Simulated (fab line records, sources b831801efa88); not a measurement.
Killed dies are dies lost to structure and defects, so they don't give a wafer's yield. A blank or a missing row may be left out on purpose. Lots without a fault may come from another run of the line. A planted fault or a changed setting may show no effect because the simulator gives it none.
A sampling plan put to the test | flow sky130 | one fab line, 9 faults that these records tell of, each judged on the records of the lots that it struck; 1 more is left out, because the records don't allow judging it
The plan is the line's own looks: the steps of the route at which a gauge or an inspection reads the wafer and doesn't change it. A look can be judged if struck wafers have a number there and the file gives its usual mean and standard deviation on fault-free wafers. Caught: at a look after the fault's first step, the mean of the struck wafers lies 4 or more of those standard deviations (sigma) from the usual mean. On the tool: the same test on the tool's own readings at the fault's steps. Another recipe on the struck wafers, or a record that is blank for them alone, also counts as caught.

THE FAULTS, as the simulator had put them in
1. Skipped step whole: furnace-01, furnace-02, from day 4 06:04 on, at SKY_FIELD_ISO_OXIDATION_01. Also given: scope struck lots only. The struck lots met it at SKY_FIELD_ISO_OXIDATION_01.
2. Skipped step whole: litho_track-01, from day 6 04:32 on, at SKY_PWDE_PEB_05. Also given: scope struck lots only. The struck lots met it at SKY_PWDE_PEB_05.
3. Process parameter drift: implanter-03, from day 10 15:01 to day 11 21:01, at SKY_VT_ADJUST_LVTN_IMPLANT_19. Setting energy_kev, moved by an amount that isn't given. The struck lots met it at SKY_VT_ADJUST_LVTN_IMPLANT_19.
4. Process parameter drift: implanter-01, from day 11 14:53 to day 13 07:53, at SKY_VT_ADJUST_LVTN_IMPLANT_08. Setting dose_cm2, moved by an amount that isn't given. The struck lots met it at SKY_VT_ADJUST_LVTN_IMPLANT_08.
5. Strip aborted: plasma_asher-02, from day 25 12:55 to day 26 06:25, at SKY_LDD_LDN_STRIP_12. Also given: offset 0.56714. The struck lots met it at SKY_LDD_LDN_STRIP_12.
6. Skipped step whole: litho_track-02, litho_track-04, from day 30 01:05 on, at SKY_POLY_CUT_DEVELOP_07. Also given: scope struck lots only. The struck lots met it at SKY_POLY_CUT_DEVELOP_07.
7. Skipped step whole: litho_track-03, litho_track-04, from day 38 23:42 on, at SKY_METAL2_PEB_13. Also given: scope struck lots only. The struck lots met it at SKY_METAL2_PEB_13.
8. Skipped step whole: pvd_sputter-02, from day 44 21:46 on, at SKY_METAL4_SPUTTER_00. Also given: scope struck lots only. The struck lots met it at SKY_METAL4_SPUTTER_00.
9. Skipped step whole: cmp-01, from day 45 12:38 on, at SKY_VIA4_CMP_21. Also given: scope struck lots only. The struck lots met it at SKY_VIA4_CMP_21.

WHAT THE PLAN SAW
fault | on the tool itself                               | first look that catches it                   | reading, sigma | median hours from its first step to that look | hours from the fault's start to the first struck lot there | judged looks passed uncaught
1     | the tool's record is blank for the struck wafers | no look after it can be judged               | -              | -                                             | -                                                          | 0
2     | the tool's record is blank for the struck wafers | no look after it can be judged               | -              | -                                             | -                                                          | 0
3     | beam_energy_keV +57 sigma                        | not the one look that can be judged after it | -              | -                                             | -                                                          | 1
4     | dose_ions_cm2 -44 sigma                          | no look after it can be judged               | -              | -                                             | -                                                          | 0
5     | oes_product_au +55 sigma                         | no look after it can be judged               | -              | -                                             | -                                                          | 0
6     | the tool's record is blank for the struck wafers | no look after it can be judged               | -              | -                                             | -                                                          | 0
7     | no reading that can be judged                    | no look after it can be judged               | -              | -                                             | -                                                          | 0
8     | the tool's record is blank for the struck wafers | no look after it can be judged               | -              | -                                             | -                                                          | 0
9     | the tool's record is blank for the struck wafers | no look after it can be judged               | -              | -                                             | -                                                          | 0
A dash: the fault isn't caught, or these records don't give the number.

Caught at a look: 0 of 9. Caught on the tool: 8 of 9. By one or the other: 8 of 9.
Caught on the tool alone: faults 1, 2, 3, 4, 5, 6, 8, 9.
Caught by neither: fault 7.
